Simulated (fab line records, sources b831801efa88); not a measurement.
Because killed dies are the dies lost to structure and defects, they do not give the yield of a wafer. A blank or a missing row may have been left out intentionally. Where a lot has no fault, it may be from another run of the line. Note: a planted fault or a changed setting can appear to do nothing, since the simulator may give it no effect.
Comparing a struck lot with a sound one -- flow sky130 -- 18 steps out of a route of 708
Sound: wafers L846.3, L846.4, L846.6. Struck: wafers L848.2, L848.3, L848.6. The cause is given at the end.
Order at every step that has rows: each side's tool, ch and its chambers, its first start. Under that, the readings that differ: sound wafers -- struck wafers -- difference of the means -- sigmas: that difference in standard deviations of wafers without a fault.
alike: readings whose means differ by less than 2 such deviations, and words and numbers that are the same on both sides. not compared: withheld readings, readings that some wafer has no value for, bounds like >300 that may hide the same value, and numbers for which the record gives no deviation and whose values overlap.
A row with sigmas, a row that says differs or no value, or rows on one side alone: a step with any of these is where the two part. Numbers that don't overlap but have no deviation are shown without sigmas and don't part them. A reading missing from all wafers of one side parts the sides only when that side holds two or more wafers.

first, 3 steps without rows for these wafers: SKY_LI_CONTACT_EXPOSE_09 (exposes mask LICM1, target cd 170 nm); SKY_LI_CONTACT_PEB_10; SKY_LI_CONTACT_DEVELOP_11 (develop time 60 s).
SKY_LI_CONTACT_CD_MEAS_12: target cd 170 nm.
  sound: cdSem-01 at day 30 17:56; struck: cdSem-02 at day 31 02:01
  alike: cdNm
SKY_LI_CONTACT_OVL_MEAS_13:
  sound: overlay-01 at day 30 18:02; struck: overlay-01 at day 31 02:07
reading,sound,struck,difference,sigmas
LI_CONTACT_OVL (nm),-20 -10 -9,9 -6 3,+15,+3
SKY_LI_CONTACT_ETCH_14: etches BARC in N2/H2, stops on SiO2, time 45.9 s, target depth 60 nm.
  sound on rieDiel-03 ch 0,1,2, day 30 18:03; struck on rieDiel-04 ch 0,3, day 31 02:09
  alike: biasW, drypumpMotorCurrentA, oesProductAu, throttleValvePct
  not compared: rfHoursCounterH
SKY_LI_CONTACT_ETCH_15: etches PSG in C4F8/O2/Ar, stops on Si, target depth 600 nm.
  sound on rieDiel-03 ch 0,1,2, day 30 18:05; struck on rieDiel-04 ch 0,3, day 31 02:11
reading,sound,struck,difference,sigmas
oesProductAu (a.u.),0.839 0.841 0.843,0.828 0.842 0.827,-0.009,-2
  alike: biasW
then, 3 steps without rows for these wafers: SKY_LI_CONTACT_STRIP_16 (strips in O2/N2); SKY_LI_CONTACT_CLEAN_17 (cleans in NMP, time 600 s); SKY_LI_CONTACT_PRE_CLEAN_18 (time 5.6 s).
SKY_LI_CONTACT_SPUTTER_19: material Ti, target thk 20 nm, time 106.37 s.
  sound: pvdSputter-03 at day 30 18:29; struck: pvdSputter-04 at day 31 02:47
  alike: substrateTempC, throttleValvePct
SKY_LI_CONTACT_SPUTTER_20: material TiN, target thk 20 nm, time 80 s.
  sound: pvdSputter-03 at day 30 18:34; struck: pvdSputter-04 at day 31 02:51
  alike: throttleValvePct
SKY_LI_CONTACT_CVD_21: deposits W, target thk 400 nm, time 120.56 s.
  sound on cvdW-01 ch 0,1, day 30 18:40; struck on cvdW-01 ch 0,1, day 31 02:55
reading,sound,struck,difference,sigmas
susceptorTempC (C),400.15 400.09 399.89,383.96 384.04 384.02,-16.04,-64
model.W_of_LI_CONTACT_CVD_21.thkNm (nm),394.9 399.8 397.2,291.5 298.2 293.8,-102.8,
  alike: chamberPressureTorr, heaterPowerW
SKY_LI_CONTACT_RS_MEAS_22: the measuring method here is four-point-probe.
  sound: filmMetro-03 at day 30 18:47; struck: filmMetro-03 at day 31 03:04
reading,sound,struck,difference,sigmas
LI_CONTACT_W_RS (ohm/sq),0.2876 0.2842 0.2859,0.3908 0.3812 0.3866,+0.1003,+39
SKY_LI_CONTACT_THK_MEAS_23: measures by xrf.
  sound: filmMetro-03 at day 30 18:53; struck: filmMetro-03 at day 31 03:10
reading,sound,struck,difference,sigmas
LI_CONTACT_W_THK (nm),387 395 391,290 298 294,-97,-17
SKY_LI_CONTACT_CMP_24: polishes, stops on PSG, t overpolish 20 s, target thk 0 nm.
  sound on cmp-02 ch 0,1, day 30 18:56; struck on cmp-01 ch 2,3, day 31 03:13
reading,sound,struck,difference,sigmas
timeToEndpointS (s),101 97 102,73 75 71,-27,-8
  alike: motorCurrentA, retainingRingPressureFrac, slurryFlowMlMin
SKY_LOCAL_INTERCONNECT_SPUTTER_00: material TiN, target thk 100 nm, time 83.3 s.
  sound: pvdSputter-03 at day 30 19:14; struck: pvdSputter-04 at day 31 03:31
  alike: substrateTempC, throttleValvePct
SKY_PAD_OPEN_PROBE_99:
  sound wafers here have rows in the record (prober-02, day 46 22:38); struck ones have none

WHERE THEY PART
Last at SKY_PAD_OPEN_PROBE_99 as far as this record goes, first at SKY_LI_CONTACT_OVL_MEAS_13.

WHY: whatever the simulator had introduced
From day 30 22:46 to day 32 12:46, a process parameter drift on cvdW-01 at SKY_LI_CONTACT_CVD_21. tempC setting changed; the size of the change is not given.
